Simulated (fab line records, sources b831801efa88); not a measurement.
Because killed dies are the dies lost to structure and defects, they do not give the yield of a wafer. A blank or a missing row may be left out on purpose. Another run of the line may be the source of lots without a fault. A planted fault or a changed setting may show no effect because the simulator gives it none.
fab line records	flow sky130
record lots=5	wafers=15	lastDay=50
route steps=708 shown SONOS_ONO@171 GATE_OXIDE@187 POLY_GATE@204 RES_PROTECT@206 SALICIDE@361 PAD_OPEN@708
lots untouched by any fault: they come from a run of this same line in which no faults occurred
startH: the number of hours between the record's first day and the start of the first shown wafer of the lot	waitH: hours from the lot's prior step to this one	" the same as in the row above	L1.1+2: several wafers, shown together as one row	- either no value or no given start	* or withheld: withheld	< > ~ a bound
route shown NAME@n: a module of which the file shows steps, and the number in the route of the first	usual: mean/standard deviation taken from wafers without a fault	same: alike in all rows	chamber/n: place in a boat	sites: per-site readings	_std_site: standard deviation of those values	_edge_site: the outer-site mean with the inner-site mean subtracted	radiusMm: how far each site lies from the wafer's centre	mask NAME#n: copy n	behind: the tool/chamber that last shaped the wafer	hold: reason for holding the lot/hours on hold/outcome of the hold	device: names the non-switching transistor (n, p or np)	end of line: tests run on the same wafers once the route is complete	for a step that has no rows: nothing shown but its recipe	killed: dies lost to structure and defects at the first sort, not the wafer's yield	map: a wafer's dies, x killed, . not, _ none there
set.NAME: the run value of the setting; set.NAME@STEP: its run value at that earlier step	model.NAME: the simulator's own value behind a step, which no gauge read
lots seen at some steps along the route; tables by step, rows by wafer
services: when a tool's chamber went out of use (startH, in hours from the record's first day, below 0 if earlier), for how many hours, and the reason
## steps
# step SKY_SONOS_ONO_THK_MEAS_03
# recipe reads=Si3N4_of_SONOS_ONO_CVD_02
# usual SONOS_ONO_CVD_02_THK=10.55/0.14
lot.wafer	tool	chamber	startH	waitH	SONOS_ONO_CVD_02_THK[nm]
L764.2	filmMetro-01	-	273.32	0.0	10.59
L764.3	"	-	"	"	10.54
L764.5	"	-	"	"	10.66
L772.3	filmMetro-04	-	327.76	0.0	10.84
L772.5	"	-	"	"	10.78
L772.6	"	-	"	"	10.70
L777.2	filmMetro-01	-	363.84	0.0	10.69
L777.4	"	-	"	"	10.50
L777.6	"	-	"	"	10.56
L778.1	filmMetro-02	-	372.54	0.0	10.33
L778.2	"	-	"	"	10.38
L778.5	"	-	"	"	10.35
L784.1	filmMetro-02	-	421.42	0.0	10.61
L784.2	"	-	"	"	10.55
L784.4	"	-	"	"	10.68
# step SKY_SONOS_ONO_CVD_04
# recipe material=SiO2	precursor=SiH4/N2O	targetThkNm=5.7199	tempC=900	pressureMtorr=400
# step SKY_SONOS_ONO_THK_MEAS_05
# recipe reads=SiO2_of_SONOS_ONO_CVD_04
# usual SONOS_ONO_CVD_04_THK=5.70/0.09
lot.wafer	tool	chamber	startH	waitH	SONOS_ONO_CVD_04_THK[nm]
L764.2	filmMetro-04	-	274.63	0.0	5.55
L764.3	"	-	"	"	5.63
L764.5	"	-	"	"	5.65
L772.3	filmMetro-04	-	330.41	0.0	5.79
L772.5	"	-	"	"	5.79
L772.6	"	-	"	"	5.72
L777.2	filmMetro-02	-	365.15	0.0	5.64
L777.4	"	-	"	"	5.60
L777.6	"	-	"	"	5.71
L778.1	filmMetro-02	-	373.85	0.0	5.66
L778.2	"	-	"	"	5.69
L778.5	"	-	"	"	5.63
L784.1	filmMetro-04	-	422.73	0.0	5.76
L784.2	"	-	"	"	5.80
L784.4	"	-	"	"	5.84
# step SKY_SONOS_ONO_DEHYDRATE_06
# recipe tempC=200	timeS=60
# step SKY_SONOS_ONO_HMDS_07
# recipe primeTimeS=60	primeTempC=120
# step SKY_SONOS_ONO_COAT_08
# recipe resist=NOVOLAK	spinRpm=3000	resistThkNm=1140
# step SKY_SONOS_ONO_SOFTBAKE_09
# recipe tempC=90	timeS=60	resist=NOVOLAK
# step SKY_SONOS_ONO_EXPOSE_10
# recipe maskId=ONOM	targetCdNm=410	na=0.6	sourceShape=conventional	sigmaOuter=0.6	doseMj=150
# step SKY_SONOS_ONO_PEB_11
# recipe tempC=withheld	timeS=*	resist=NOVOLAK
# step SKY_SONOS_ONO_DEVELOP_12
# recipe developTimeS=60	devTempC=23
# step SKY_SONOS_ONO_CD_MEAS_13
# recipe targetCdNm=410
# usual cdNm=410.1/2.5
lot.wafer	tool	chamber	startH	waitH	cdNm
L764.2	cdSem-02	-	298.93	0.1	406.1
L764.3	"	-	"	"	405.2
L764.5	"	-	"	"	408.4
L772.3	cdSem-02	-	356.91	0.1	405.5
L772.5	"	-	"	"	407.0
L772.6	"	-	"	"	404.5
L777.2	cdSem-02	-	393.12	0.1	413.8
L777.4	"	-	"	"	411.4
L777.6	"	-	"	"	412.8
L778.1	cdSem-02	-	401.91	0.1	415.8
L778.2	"	-	"	"	414.6
L778.5	"	-	"	"	416.1
L784.1	cdSem-02	-	452.84	0.1	409.5
L784.2	"	-	"	"	408.3
L784.4	"	-	"	"	407.8
# step SKY_SONOS_ONO_OVL_MEAS_14
# usual SONOS_ONO_OVL=0.3/1.4
lot.wafer	tool	chamber	startH	waitH	SONOS_ONO_OVL[nm]
L764.2	overlay-01	-	299.04	0.1	-1.3
L764.3	"	-	"	"	-0.8
L764.5	"	-	"	"	1.4
L772.3	overlay-01	-	357.01	0.1	3.1
L772.5	"	-	"	"	2.9
L772.6	"	-	"	"	3.6
L777.2	overlay-01	-	393.23	0.1	0.9
L777.4	"	-	"	"	-0.2
L777.6	"	-	"	"	-0.6
L778.1	overlay-02	-	402.03	0.1	-0.1
L778.2	"	-	"	"	-0.5
L778.5	"	-	"	"	-1.3
L784.1	overlay-01	-	452.96	0.1	1.1
L784.2	"	-	"	"	0.8
L784.4	"	-	"	"	2.7
# step SKY_SONOS_ONO_ETCH_15
# recipe targetDepthNm=19.52	chemistry=CHF3/O2	sourceW=600	biasW=200	pressureMtorr=40	chf3FlowSccm=50	O2_flow_sccm=5	timeS=7.8
# usual O2_flow_sccm=5.002/0.016	drypumpMotorCurrentA=5.8/0.47	oesProductAu=0.998/0.01	throttleValvePct=8.825/0.0089
lot.wafer	tool	chamber	startH	waitH	O2_flow_sccm	drypumpMotorCurrentA	oesProductAu	rfHoursCounterH	throttleValvePct	model.etch.depthNm	model.SONOS_ONO.featureDepthNm	model.NOVOLAK_of_SONOS_ONO_COAT_08.thkNm
L764.2	rieDiel-02	0	299.07	0.0	4.997	5.1	0.992	5	8.823	19.17	19.17	1124
L764.3	"	1	"	"	5.007	5.3	1.005	82	8.815	19.58	19.58	1120
L764.5	"	2	"	"	4.995	5.7	1.005	-	8.808	19.57	19.57	1121
L772.3	rieDiel-01	0	357.03	0.0	5.001	6.5	0.994	26	8.831	19.16	19.16	1122
L772.5	"	3	"	"	4.987	5.1	0.988	-	8.819	19.02	19.02	1121
L772.6	"	2	"	"	5.031	5.9	1.002	-	8.851	19.35	19.35	1120
L777.2	rieDiel-02	3	393.26	0.0	5.026	5.2	1.004	20	8.830	19.61	19.61	1126
L777.4	"	3	"	"	5.004	5.2	0.998	-	8.815	19.49	19.49	1126
L777.6	"	0	"	"	4.981	5.1	0.987	-	8.816	19.28	19.28	1128
L778.1	rieDiel-01	2	402.07	0.0	4.979	5.9	1.000	106	8.827	19.47	19.47	1127
L778.2	"	0	"	"	5.022	6.5	0.992	26	8.817	19.41	19.41	1129
L778.5	"	2	"	"	5.013	5.9	1.002	-	8.823	2.335	2.335	1143
L784.1	rieDiel-03	1	453.00	0.0	4.993	6.3	1.001	101	8.826	19.64	19.64	1126
L784.2	"	2	"	"	4.976	6.0	0.981	9	8.814	19.02	19.02	1127
L784.4	"	0	"	"	5.016	5.7	1.006	1	8.837	19.51	19.51	1123
# step SKY_SONOS_ONO_WET_ETCH_16
# recipe chemistry=dHF	targetDepthNm=14	dry=n2Spin	target=SiO2	dilution=100:1	tempC=25	timeS=280
# step SKY_SONOS_ONO_STRIP_17
# recipe chemistry=O2/N2	powerW=1400	pressureMtorr=1500	platenTempC=withheld	o2FlowSccm=3000	n2FlowSccm=300	overashFraction=0.5
# usual drypumpMotorCurrentA=5.8/0.45	oesProductAu=0.710/0.0047	stripTimeToEndpointS=14.11/0.049
# same overashFraction=0.5
lot.wafer	tool	chamber	startH	waitH	drypumpMotorCurrentA	oesProductAu	rfHoursCounterH	stripTimeToEndpointS
L764.2	plasmaAsher-01	1	299.18	0.0	5.3	0.717	19	14.09
L764.3	"	1	"	"	5.3	0.712	-	14.06
L764.5	"	1	"	"	5.3	0.705	-	14.08
L772.3	plasmaAsher-03	1	357.24	0.1	5.8	0.708	-	14.08
L772.5	"	0	"	"	6.1	0.719	-	14.07
L772.6	"	1	"	"	5.8	0.712	-	14.05
L777.2	plasmaAsher-04	0	393.36	0.0	6.7	0.708	54	14.13
L777.4	"	0	"	"	6.7	0.711	-	14.12
L777.6	"	0	"	"	6.7	0.715	-	14.15
L778.1	plasmaAsher-01	0	402.19	0.0	6.0	0.708	30	14.12
L778.2	"	1	"	"	5.3	0.712	30	14.16
L778.5	"	1	"	"	5.3	0.715	-	14.32
L784.1	plasmaAsher-01	1	453.10	0.0	5.3	0.718	35	14.11
L784.2	"	0	"	"	6.0	0.704	35	14.15
L784.4	"	0	"	"	6.0	0.715	-	14.10
# step SKY_SONOS_ONO_WET_ETCH_18
# recipe chemistry=H3PO4	targetDepthNm=15	target=Si3N4	tempC=160	timeS=172
# step SKY_GATE_OXIDE_CLEAN_00
# recipe chemistry=SC1/SC2	mix=1:4:20	tempC=70	timeS=150	dry=n2Spin
# step SKY_GATE_OXIDE_OXIDATION_01
# recipe tempC=900	ambient=O2	stabiliseS=600	purgeS=300	targetThkA=102.68	oxTimeS=1473
# step SKY_GATE_OXIDE_THK_MEAS_02
# recipe reads=SiO2_of_GATE_OXIDE_OXIDATION_01
# usual GATE_OXIDE_OXIDATION_00_THK=10.25/0.18
lot.wafer	tool	chamber	startH	waitH	GATE_OXIDE_OXIDATION_00_THK[nm]
L764.2	filmMetro-02	-	309.13	0.0	10.23
L764.3	"	-	"	"	10.02
L764.5	"	-	"	"	10.25
L772.3	filmMetro-02	-	359.98	0.0	10.43
L772.5	"	-	"	"	10.33
L772.6	"	-	"	"	10.50
L777.2	filmMetro-01	-	394.99	0.0	9.84
L777.4	"	-	"	"	10.04
L777.6	"	-	"	"	10.11
L778.1	filmMetro-03	-	404.45	0.0	10.81
L778.2	"	-	"	"	10.71
L778.5	"	-	"	"	10.66
L784.1	filmMetro-02	-	457.02	0.0	10.06
L784.2	"	-	"	"	10.04
L784.4	"	-	"	"	10.08
# step SKY_GATE_OXIDE_DEHYDRATE_03
# recipe tempC=200	timeS=60
# step SKY_GATE_OXIDE_HMDS_04
# recipe primeTimeS=60	primeTempC=120
# step SKY_GATE_OXIDE_COAT_05
# recipe resist=NOVOLAK	spinRpm=3000	resistThkNm=1140
# step SKY_GATE_OXIDE_SOFTBAKE_06
# recipe tempC=90	timeS=60	resist=NOVOLAK
# step SKY_GATE_OXIDE_EXPOSE_07
# recipe maskId=LVOM	na=0.6	sourceShape=conventional	sigmaOuter=0.6	polarization=unpolarized	targetCdNm=600	doseMj=170
# step SKY_GATE_OXIDE_PEB_08
# recipe tempC=withheld	timeS=*	resist=NOVOLAK
# step SKY_GATE_OXIDE_DEVELOP_09
# recipe resist=NOVOLAK	developer=TMAH	developTimeS=60	devTempC=23
# step SKY_GATE_OXIDE_OVL_MEAS_10
# usual GATE_OXIDE_OVL=0.8/1.1
lot.wafer	tool	chamber	startH	waitH	GATE_OXIDE_OVL[nm]
L764.2	overlay-02	-	335.61	0.1	2.3
L764.3	"	-	"	"	2.6
L764.5	"	-	"	"	1.5
L772.3	overlay-02	-	388.86	0.1	0.7
L772.5	"	-	"	"	1.9
L772.6	"	-	"	"	1.4
L777.2	overlay-01	-	423.51	0.1	2.6
L777.4	"	-	"	"	0.2
L777.6	"	-	"	"	0.1
L778.1	overlay-01	-	434.87	0.1	-1.3
L778.2	"	-	"	"	-1.9
L778.5	"	-	"	"	0.7
L784.1	overlay-02	-	486.30	0.1	-0.2
L784.2	"	-	"	"	0.6
L784.4	"	-	"	"	1.9
# step SKY_GATE_OXIDE_IMPLANT_11
# recipe species=B	energyKev=10	doseCm2=2.6e+12	tiltDeg=withheld
# step SKY_GATE_OXIDE_WET_ETCH_12
# recipe chemistry=dHF	targetDepthNm=16.8	dry=n2Spin	target=SiO2	dilution=100:1	tempC=25	timeS=336
# step SKY_GATE_OXIDE_STRIP_13
# recipe chemistry=O2/N2	powerW=1400	pressureMtorr=1500	platenTempC=withheld	o2FlowSccm=3000	n2FlowSccm=300	overashFraction=0.5
# usual drypumpMotorCurrentA=5.8/0.45	oesProductAu=0.715/0.0046	stripTimeToEndpointS=14.16/0.038
# same overashFraction=0.5
lot.wafer	tool	chamber	startH	waitH	drypumpMotorCurrentA	oesProductAu	rfHoursCounterH	stripTimeToEndpointS
L764.2	plasmaAsher-04	1	335.89	0.0	5.0	0.713	52	14.17
L764.3	"	0	"	"	6.7	0.709	-	14.17
L764.5	"	1	"	"	5.0	0.719	-	14.15
L772.3	plasmaAsher-02	1	389.17	0.0	5.7	0.713	-	14.18
L772.5	"	0	"	"	5.7	0.710	-	14.11
L772.6	"	1	"	"	5.7	0.711	-	14.12
L777.2	plasmaAsher-04	0	423.80	0.0	6.7	0.711	56	14.18
L777.4	"	0	"	"	6.7	0.717	-	14.20
L777.6	"	1	"	"	5.0	0.716	-	14.23
L778.1	plasmaAsher-02	0	435.17	0.0	5.7	0.716	0	14.21
L778.2	"	1	"	"	5.7	0.720	0	14.15
L778.5	"	1	"	"	5.7	0.711	-	14.12
L784.1	plasmaAsher-04	0	486.59	0.0	6.7	0.711	62	14.13
L784.2	"	1	"	"	5.0	0.707	62	14.13
L784.4	"	0	"	"	6.7	0.713	-	14.14
# step SKY_GATE_OXIDE_TW_MEAS_14
# usual GATE_OXIDE_TW=222.9/1.2
lot.wafer	tool	chamber	startH	waitH	GATE_OXIDE_TW
L764.2	filmMetro-02	-	336.00	0.1	224.3
L764.3	"	-	"	"	223.5
L764.5	"	-	"	"	224.8
L772.3	filmMetro-01	-	389.26	0.1	222.6
L772.5	"	-	"	"	223.0
L772.6	"	-	"	"	221.7
L777.2	filmMetro-03	-	423.91	0.1	222.6
L777.4	"	-	"	"	222.5
L777.6	"	-	"	"	222.9
L778.1	filmMetro-01	-	435.27	0.1	222.3
L778.2	"	-	"	"	222.6
L778.5	"	-	"	"	222.4
L784.1	filmMetro-03	-	486.69	0.1	222.4
L784.2	"	-	"	"	221.4
L784.4	"	-	"	"	221.2
# step SKY_GATE_OXIDE_CLEAN_15
# recipe chemistry=SC1/SC2	mix=1:4:20	tempC=70	timeS=150	dry=n2Spin
# step SKY_GATE_OXIDE_OXIDATION_16
# recipe tempC=800	ambient=O2	idleTempC=700	rampUpCPerMin=10	rampDownCPerMin=3	stabiliseS=600	purgeS=300	targetThkA=35.7	oxTimeS=1915
# step SKY_POLY_GATE_CVD_00
# recipe material=poly-Si	targetThkNm=180	tempC=620	timeS=720	pressureMtorr=200
# step SKY_POLY_GATE_THK_MEAS_01
# recipe reads=poly-Si_of_POLY_GATE_CVD_00
# usual POLY_GATE_CVD_00_THK=180.3/1.6
lot.wafer	tool	chamber	startH	waitH	POLY_GATE_CVD_00_THK[nm]
L764.2	filmMetro-04	-	343.96	0.0	178.1
L764.3	"	-	"	"	176.5
L764.5	"	-	"	"	178.4
L772.3	filmMetro-04	-	393.02	0.0	176.7
L772.5	"	-	"	"	178.6
L772.6	"	-	"	"	177.9
L777.2	filmMetro-03	-	428.29	0.0	178.9
L777.4	"	-	"	"	180.1
L777.6	"	-	"	"	179.7
L778.1	filmMetro-03	-	439.09	0.0	179.0
L778.2	"	-	"	"	179.4
L778.5	"	-	"	"	179.2
L784.1	filmMetro-01	-	491.43	0.0	181.6
L784.2	"	-	"	"	183.8
L784.4	"	-	"	"	182.4
# step SKY_RES_PROTECT_DEHYDRATE_00
# recipe tempC=200	timeS=60
# step SKY_RES_PROTECT_HMDS_01
# recipe primeTimeS=60	primeTempC=120
# step SKY_RES_PROTECT_COAT_02
# recipe resist=NOVOLAK	spinRpm=3000	resistThkNm=1140
# step SKY_RES_PROTECT_SOFTBAKE_03
# recipe tempC=90	timeS=60	resist=NOVOLAK
# step SKY_RES_PROTECT_EXPOSE_04
# recipe maskId=RPM	na=0.6	sourceShape=conventional	sigmaOuter=0.6	polarization=unpolarized	targetCdNm=1270	doseMj=131
# step SKY_RES_PROTECT_PEB_05
# recipe tempC=withheld	timeS=*	resist=NOVOLAK
# step SKY_RES_PROTECT_DEVELOP_06
# recipe resist=NOVOLAK	developer=TMAH	developTimeS=60	devTempC=23
# step SKY_SALICIDE_CLEAN_00
# recipe chemistry=HF-last	timeS=30	dilution=100:1	dry=ipaMarangoni
lot.wafer	tool	chamber	startH	waitH	model.SiO2_of_FIELD_ISO_CVD_24.thkNm
L764.2	wetBench-02	2	685.07	0.1	357.3
L764.3	"	2	"	"	361.1
L764.5	"	2	"	"	360.6
L772.3	wetBench-01	0	725.08	0.1	362.9
L772.5	"	0	"	"	360.6
L772.6	"	0	"	"	362.6
L777.2	wetBench-04	0	754.22	0.1	360.6
L777.4	"	0	"	"	358.4
L777.6	"	0	"	"	358.2
L778.1	wetBench-01	1	758.76	0.1	359.7
L778.2	"	1	"	"	358.2
L778.5	"	1	"	"	361.7
L784.1	wetBench-02	1	809.38	0.1	358.8
L784.2	"	1	"	"	357.3
L784.4	"	1	"	"	360.4
# step SKY_PAD_OPEN_PROBE_99
# usual killed_at_M0_to_M3=42/6.1	killed_at_M4_up=3.3/1.7	killedAtContacts=25/5.4	killedAtFrontEnd=16/4.6	killedAtOther=0.4/0.55	killedDies=87/8.8	killedOpen=47/7.1	killedShort=40/5.8
# same grossDies=492	killedAtBackSide=0
lot.wafer	tool	chamber	startH	waitH	killed_at_M0_to_M3	killed_at_M4_up	killedAtContacts	killedAtFrontEnd	killedAtOther	killedDies	killedOpen	killedShort	model.etest.nfet_16v.rOnOhmUm	model.etest.pfet_16v.rOnOhmUm	model.etest.pfetG5v0d10v5.rOnOhmUm	model.etest.nfetG5v0d10v5.rOnOhmUm	model.etest.nfetG5v0d10v5.driveUaUm	model.etest.tipSonos.rsOhmSq	model.etest.nfet_05v0_nvt.driveUaUm	model.etest.nfet_16v.driveUaUm
L764.2	prober-01	-	1091.63	0.1	50	2	17	22	2	93	51	41	1.398e+04	1.492e+04	4774	1913	600.2	2713	566.5	221.5
L764.3	prober-01	-	1091.68	0.2	50	3	18	18	1	90	50	39	1.402e+04	1.566e+04	4780	1923	606.7	2680	570.7	224.7
L764.5	prober-01	-	1091.78	0.2	51	1	23	18	1	94	50	44	1.402e+04	1.506e+04	4759	1925	600.9	2741	572.4	219.1
L772.3	prober-02	-	1131.65	0.2	32	3	17	16	0	68	38	30	1.411e+04	1.471e+04	4785	1874	595.9	2718	564.9	218.1
L772.5	prober-02	-	1131.75	0.2	39	2	35	23	0	99	60	39	1.426e+04	1.514e+04	4754	1871	600.8	2680	570.1	220.4
L772.6	prober-02	-	1131.80	0.2	39	8	26	14	0	87	45	41	1.405e+04	1.455e+04	4770	1886	598	2725	568.5	220
L777.2	prober-01	-	1152.99	0.1	51	4	28	14	0	97	50	47	1.407e+04	1.484e+04	4685	1832	629.5	2509	593.1	230.3
L777.4	prober-01	-	1153.09	0.2	43	5	19	15	0	82	43	38	1.416e+04	1.484e+04	4711	1854	616.8	2558	586.7	224.8
L777.6	prober-01	-	1153.19	0.2	44	4	17	17	0	82	42	38	1.41e+04	1.495e+04	4726	1849	617	2542	584.5	226.9
L778.1	prober-01	-	1156.41	0.1	41	2	24	11	0	78	42	36	1.418e+04	1.572e+04	4977	1955	579.1	2780	554	212.2
L778.2	prober-01	-	1156.46	0.1	37	6	34	16	0	93	53	40	1.413e+04	1.5e+04	4962	1931	581.3	2760	555.4	212.5
L778.5	prober-01	-	1156.61	0.2	44	2	23	18	0	87	57	30	1.774e+04	1.596e+04	5687	2521	389.2	2940	413.6	129.7
L784.1	prober-02	-	1189.95	0.1	42	2	22	13	1	80	39	41	1.414e+04	1.479e+04	4741	1885	615.1	2722	581.8	224
L784.2	prober-02	-	1190.00	0.1	47	1	29	18	1	96	59	36	1.42e+04	1.5e+04	4839	1916	612.4	2697	572	223.3
L784.4	prober-02	-	1190.10	0.2	41	2	18	13	0	74	39	35	1.415e+04	1.449e+04	4818	1901	610	2710	575	222.3
# killed by level:class
L764.2 VIA1:geometricParticle:open=10 FIELD_ISO:geometricParticle:open=8 VIA3:geometricParticle:open=8 VIA2:geometricParticle:open=8 FIELD_ISO:geometricParticle:short=6 LI_CONTACT:geometricParticle:open=6 METAL2:geometricParticle:short=6 METAL1:geometricParticle:short=5
L764.3 VIA1:geometricParticle:open=13 VIA1:geometricParticle:short=8 VIA2:geometricParticle:open=8 VIA3:geometricParticle:open=6 FIELD_ISO:geometricParticle:short=5 LI_CONTACT:geometricParticle:open=5 CONTACT:geometricParticle:short=5 FIELD_ISO:geometricParticle:open=4
L764.5 VIA1:geometricParticle:open=14 CONTACT:geometricParticle:open=8 VIA1:geometricParticle:short=8 LI_CONTACT:geometricParticle:open=7 VIA3:geometricParticle:open=7 METAL1:geometricParticle:short=7 METAL2:geometricParticle:short=6 FIELD_ISO:geometricParticle:short=4
L772.3 LI_CONTACT:geometricParticle:open=9 VIA1:geometricParticle:open=8 VIA3:geometricParticle:open=7 FIELD_ISO:geometricParticle:short=6 POLY_GATE:geometricParticle:short=5 CONTACT:geometricParticle:open=5 METAL1:geometricParticle:short=4 METAL2:geometricParticle:short=4
L772.5 CONTACT:geometricParticle:open=14 LI_CONTACT:geometricParticle:open=9 METAL2:geometricParticle:short=9 VIA1:geometricParticle:open=7 VIA3:geometricParticle:open=7 FIELD_ISO:geometricParticle:open=6 FIELD_ISO:geometricParticle:short=5 LI_CONTACT:geometricParticle:short=5
L772.6 VIA3:geometricParticle:open=9 LI_CONTACT:geometricParticle:open=7 CONTACT:geometricParticle:open=6 CONTACT:geometricParticle:short=6 METAL1:geometricParticle:short=6 METAL4:geometricParticle:short=5 VIA1:geometricParticle:short=4 VIA1:geometricParticle:open=4
L777.2 CONTACT:geometricParticle:open=11 POLY_GATE:geometricParticle:short=8 LI_CONTACT:geometricParticle:open=8 METAL1:geometricParticle:short=8 METAL2:geometricParticle:short=8 VIA1:geometricParticle:open=8 VIA3:geometricParticle:open=7 VIA1:geometricParticle:short=6
L777.4 VIA1:geometricParticle:open=10 LI_CONTACT:geometricParticle:open=7 VIA3:geometricParticle:open=7 VIA2:geometricParticle:open=7 POLY_GATE:geometricParticle:short=5 CONTACT:geometricParticle:open=5 METAL1:geometricParticle:short=5 VIA1:geometricParticle:short=4
L777.6 VIA1:geometricParticle:open=9 VIA3:geometricParticle:open=6 METAL2:geometricParticle:short=5 VIA1:geometricParticle:short=5 LI_CONTACT:geometricParticle:open=4 POLY_GATE:geometricParticle:short=4 LOCAL_INTERCONNECT:geometricParticle:short=4 VIA2:geometricParticle:open=4
L778.1 CONTACT:geometricParticle:open=13 VIA1:geometricParticle:open=12 VIA1:geometricParticle:short=6 METAL2:geometricParticle:short=5 LI_CONTACT:geometricParticle:open=4 VIA2:geometricParticle:open=4 CONTACT:geometricParticle:short=4 METAL1:geometricParticle:short=4
L778.2 CONTACT:geometricParticle:open=12 LI_CONTACT:geometricParticle:open=9 CONTACT:geometricParticle:short=8 VIA1:geometricParticle:open=8 FIELD_ISO:geometricParticle:open=7 VIA1:geometricParticle:short=5 VIA3:geometricParticle:open=5 METAL4:geometricParticle:short=5
L778.5 VIA1:geometricParticle:open=11 CONTACT:geometricParticle:open=10 LI_CONTACT:geometricParticle:open=8 VIA3:geometricParticle:open=8 FIELD_ISO:geometricParticle:open=7 VIA2:geometricParticle:open=6 METAL2:geometricParticle:short=5 VIA1:geometricParticle:short=4
L784.1 CONTACT:geometricParticle:open=9 FIELD_ISO:geometricParticle:open=6 LI_CONTACT:geometricParticle:open=6 METAL1:geometricParticle:short=6 CONTACT:geometricParticle:short=5 METAL2:geometricParticle:short=5 VIA1:geometricParticle:short=5 VIA1:geometricParticle:open=5
L784.2 VIA2:geometricParticle:open=14 CONTACT:geometricParticle:open=10 FIELD_ISO:geometricParticle:open=9 LI_CONTACT:geometricParticle:open=8 VIA1:geometricParticle:open=7 METAL1:geometricParticle:short=7 CONTACT:geometricParticle:short=6 VIA3:geometricParticle:open=6
L784.4 VIA1:geometricParticle:open=9 METAL1:geometricParticle:short=7 CONTACT:geometricParticle:open=7 LOCAL_INTERCONNECT:geometricParticle:short=5 VIA2:geometricParticle:open=5 FIELD_ISO:geometricParticle:open=4 METAL2:geometricParticle:short=4 SPACER:geometricParticle:open=3
## services
tool	chamber	startH	hours	kind
rieDiel-01	2	294.30	2.4	repair
rieDiel-01	-	298.72	0.2	repair
rieDiel-02	-	309.08	2.8	pm
plasmaAsher-01	-	310.17	1.4	repair
rieDiel-01	3	317.99	2.9	repair
rieDiel-01	-	343.51	4.0	pm
plasmaAsher-04	-	351.18	33.7	pm
plasmaAsher-01	-	357.12	2.0	repair
rieDiel-02	-	360.76	28.1	pm
plasmaAsher-01	-	365.28	0.6	repair
plasmaAsher-02	-	376.96	10.0	repair
plasmaAsher-04	-	384.89	2.8	pm
plasmaAsher-04	-	399.54	3.2	repair
rieDiel-02	3	405.71	5.5	repair
rieDiel-02	2	417.52	7.1	repair
plasmaAsher-04	-	418.83	3.3	repair
plasmaAsher-02	-	421.25	9.0	pm
wetBench-02	-	466.16	4.4	pm
plasmaAsher-04	-	467.01	15.6	pm
rieDiel-02	3	478.17	2.6	repair
plasmaAsher-01	-	486.39	2.0	repair
plasmaAsher-04	-	552.31	5.8	repair
plasmaAsher-01	-	668.11	0.7	repair
plasmaAsher-01	-	680.71	4.0	repair
## key
firstSign step=SKY_SONOS_ONO_STRIP_17	reading=stripTimeToEndpointS	direction=up	sigmas=4.4	usual=*	struck=*
effect none on later readings
modelEffect step=SKY_SONOS_ONO_ETCH_15	value=etch.depthNm	without=19.46	struck=2.335
modelEffect step=SKY_SALICIDE_CLEAN_00	value=SiO2_of_FIELD_ISO_CVD_24.thkNm	without=358.8	struck=361.7
modelEffect step=SKY_PAD_OPEN_PROBE_99	value=etest.nfet_16v.rOnOhmUm	without=1.399e+04	struck=1.774e+04
metAt SKY_SONOS_ONO_ETCH_15
struckWafers L778.5
testerLeftOut L778
onsetBetween 357.03 402.07
fault kind=processParameterDrift	tool=rieDiel-01	chamber=-	onsetH=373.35	steps=SKY_SONOS_ONO_ETCH_15	channel=timeS	offset=*	shape=step	endH=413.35	scope=struckWafersOnly	actsIn=*	stated=*
# testerLeftOut: of these lots the tester's yield and bins aren't shown, on N5 and GAA mostly nor the transistor test; their killed dies are dies lost to structure and defects alone, not to doping, threshold or leakage, so they don't give the yield
